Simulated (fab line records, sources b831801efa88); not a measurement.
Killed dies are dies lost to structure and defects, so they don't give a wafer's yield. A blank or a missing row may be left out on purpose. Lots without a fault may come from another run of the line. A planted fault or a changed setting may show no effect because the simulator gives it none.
Which tool did it? | flow sky130 | 12 lots, 36 wafers sampled, at 5 steps of a route of 708

WHAT THE GAUGES READ, wafer by wafer
SKY_FIELD_ISO_THK_MEAS_02.
lot  | measured    | on            | FIELD_ISO_OXIDATION_00_THK (nm)
L292 | day 1 12:07 | film_metro-04 | 12.10 11.66 11.90
L295 | day 2 03:20 | film_metro-03 | 11.81 11.83 11.90
L297 | day 2 12:56 | film_metro-04 | 12.30 12.22 12.05
L299 | day 3 00:04 | film_metro-02 | 11.83 12.02 11.92
L300 | day 3 06:01 | film_metro-04 | 11.95 11.80 11.76
L301 | day 3 10:06 | film_metro-02 | 12.15 12.07 12.29
L302 | day 3 14:20 | film_metro-03 | 12.06 12.16 12.26
L303 | day 3 19:47 | film_metro-03 | 12.03 12.26 12.11
L304 | day 4 00:11 | film_metro-04 | 11.90 12.30 12.01
L312 | day 5 15:51 | film_metro-03 | 12.23 12.13 12.21
L313 | day 5 21:47 | film_metro-03 | 12.33 12.26 12.33
L315 | day 6 07:04 | film_metro-04 | 11.74 11.78 11.92

SKY_VT_ADJUST_PCH_OVL_MEAS_07.
lot  | measured     | on         | VT_ADJUST_PCH_OVL (nm)
L292 | day 10 08:10 | overlay-02 | 1.1 3.1 1.3
L295 | day 11 18:31 | overlay-01 | 1.4 0.2 1.4
L297 | day 12 01:13 | overlay-02 | 3.2 1.5 -2.4
L299 | day 12 18:37 | overlay-02 | 0.8 0.2 0.4
L300 | day 13 00:17 | overlay-01 | -0.4 0.5 -0.1
L301 | day 13 07:34 | overlay-01 | -0.7 -1.8 -0.8
L302 | day 13 13:07 | overlay-02 | 1.3 1.2 -0.7
L303 | day 13 22:40 | overlay-02 | 0.1 0.7 0.8
L304 | day 14 06:02 | overlay-02 | 0.5 1.5 0.0
L312 | day 16 17:07 | overlay-01 | -1.1 -2.2 0.2
L313 | day 16 23:37 | overlay-02 | 0.1 2.7 2.6
L315 | day 17 20:18 | overlay-01 | 0.1 1.0 0.2

SKY_SONOS_ONO_THK_MEAS_05.
lot  | measured     | on            | SONOS_ONO_CVD_04_THK (nm)
L292 | day 11 13:06 | film_metro-03 | 5.67 5.72 5.65
L295 | day 13 01:46 | film_metro-02 | 5.48 5.47 5.47
L297 | day 13 09:20 | film_metro-02 | 5.95 5.92 5.86
L299 | day 14 06:58 | film_metro-02 | 5.82 5.85 5.79
L300 | day 14 09:49 | film_metro-04 | 5.85 5.70 5.80
L301 | day 14 17:02 | film_metro-04 | 5.76 5.82 5.75
L302 | day 14 21:10 | film_metro-02 | 5.12 5.27 5.28 5.17 5.24 5.22
L303 | day 15 10:44 | film_metro-04 | 4.97 5.01 5.15 5.01 5.10 5.08
L304 | day 15 15:03 | film_metro-03 | 5.21 5.31 5.12 5.28 5.33 5.20
L312 | day 18 05:20 | film_metro-02 | 5.82 5.80 5.86
L313 | day 18 10:44 | film_metro-03 | 5.72 5.64 5.64
L315 | day 19 10:14 | film_metro-04 | 5.79 5.77 5.77

SKY_LOCAL_INTERCONNECT_OVL_MEAS_12.
lot  | measured     | on         | LOCAL_INTERCONNECT_OVL (nm)
L292 | day 30 04:59 | overlay-02 | -2 -8 -10
L295 | day 31 23:53 | overlay-01 | 6 -1 -9
L297 | day 32 04:21 | overlay-01 | -1 4 -2
L299 | day 33 05:19 | overlay-01 | 5 7 5
L300 | day 33 07:12 | overlay-01 | 0 -7 -6
L301 | day 33 10:24 | overlay-01 | 5 4 8
L302 | day 33 19:41 | overlay-02 | 1 3 -2
L303 | day 34 05:02 | overlay-02 | 0 9 1
L304 | day 34 12:20 | overlay-01 | 12 5 3
L312 | day 36 20:50 | overlay-02 | 6 0 -1
L313 | day 36 22:41 | overlay-01 | 3 -2 -2
L315 | day 37 17:29 | overlay-02 | -9 -5 -11

WHICH TOOL RAN EACH LOT (tool, then ch and the chambers of the sampled wafers, then the start)
lot  | SKY_SONOS_ONO_CVD_04
L292 | lpcvd-03 ch 1, day 11 11:50
L295 | lpcvd-03 ch 1, day 13 00:31
L297 | lpcvd-03 ch 0, day 13 08:04
L299 | lpcvd-03 ch 1, day 14 05:43
L300 | lpcvd-03 ch 0, day 14 08:32
L301 | lpcvd-03 ch 1, day 14 15:44
L302 | lpcvd-03 ch 1, day 14 19:55
L303 | lpcvd-03 ch 1, day 15 09:28
L304 | lpcvd-03 ch 1, day 15 13:47
L312 | lpcvd-03 ch 0, day 18 04:05
L313 | lpcvd-03 ch 1, day 18 09:29
L315 | lpcvd-03 ch 0, day 19 08:59
- SKY_SONOS_ONO_CVD_04: deposits SiO2 from SiH4/N2O, target thk 5.7199 nm.

WHAT THE TOOLS THEMSELVES READ (means of the sampled wafers that have a number; where no wafer has one, the mark that the record gives instead)
SKY_SONOS_ONO_CVD_04.
lot  | tool     | spike_tc_bottom_C (C) | spike_tc_centre_C (C) | spike_tc_lower_C (C) | spike_tc_top_C (C) | spike_tc_upper_C (C)
L292 | lpcvd-03 | 915.7                 | 902.3                 | 901.7                | 905                | 900.6
L295 | lpcvd-03 | 915.2                 | 901.8                 | 901.3                | 905                | 899.9
L297 | lpcvd-03 | 916.9                 | 899.9                 | 902.1                | 911                | 902.3
L299 | lpcvd-03 | 914.2                 | 900.7                 | 901.9                | 906                | 900.7
L300 | lpcvd-03 | 917.2                 | 899.1                 | 902.4                | 911                | 901.6
L301 | lpcvd-03 | 914.7                 | 902.2                 | 900.9                | 904                | 900.8
L302 | lpcvd-03 | 906.9                 | 894.4                 | 893.4                | 898                | 893.5
L303 | lpcvd-03 | 906.4                 | 893.3                 | 892.8                | 897                | 892.4
L304 | lpcvd-03 | 907.1                 | 892.4                 | 893.6                | 898                | 892.6
L312 | lpcvd-03 | 916.1                 | 898.1                 | 903.9                | 911                | 901.2
L313 | lpcvd-03 | 915.3                 | 900.1                 | 901.5                | 905                | 900.0
L315 | lpcvd-03 | 916.0                 | 899.4                 | 902.9                | 910                | 900.3

THE ANSWER, worked out from the rows above alone
Rule: what is usual is taken from the lots themselves. Put in order of their means at a reading, lots are off if they are a third of the lots or fewer, leave a main group of 4 or more, and stand apart from it by a gap of 3 or more times the standard deviation of the main group's means; of several such gaps the widest counts. A main group whose means are all the same, to the digits that the tables above print for the reading, isn't used. A lot without any number at a reading at which 4 lots or more have one is off too. The other lots that the step has rows for count as sound. The gauges are gone through in route order, then the tools' own readings, and for those a lot's mean is taken as printed above. The first step at which some lot is off is used, and at that step the reading that is off furthest; a lot without a number counts as furthest.
Off: L302, L303, L304, at SKY_SONOS_ONO_CVD_04 (spike_tc_upper_C). The main group: mean 900.8 C, standard deviation 0.73.
A tool fits if, at that step or a process step before it, it ran every lot that is off, and no sound lot after the first of them. None of those tried fits.

WHAT THE SIMULATOR HAD PUT IN
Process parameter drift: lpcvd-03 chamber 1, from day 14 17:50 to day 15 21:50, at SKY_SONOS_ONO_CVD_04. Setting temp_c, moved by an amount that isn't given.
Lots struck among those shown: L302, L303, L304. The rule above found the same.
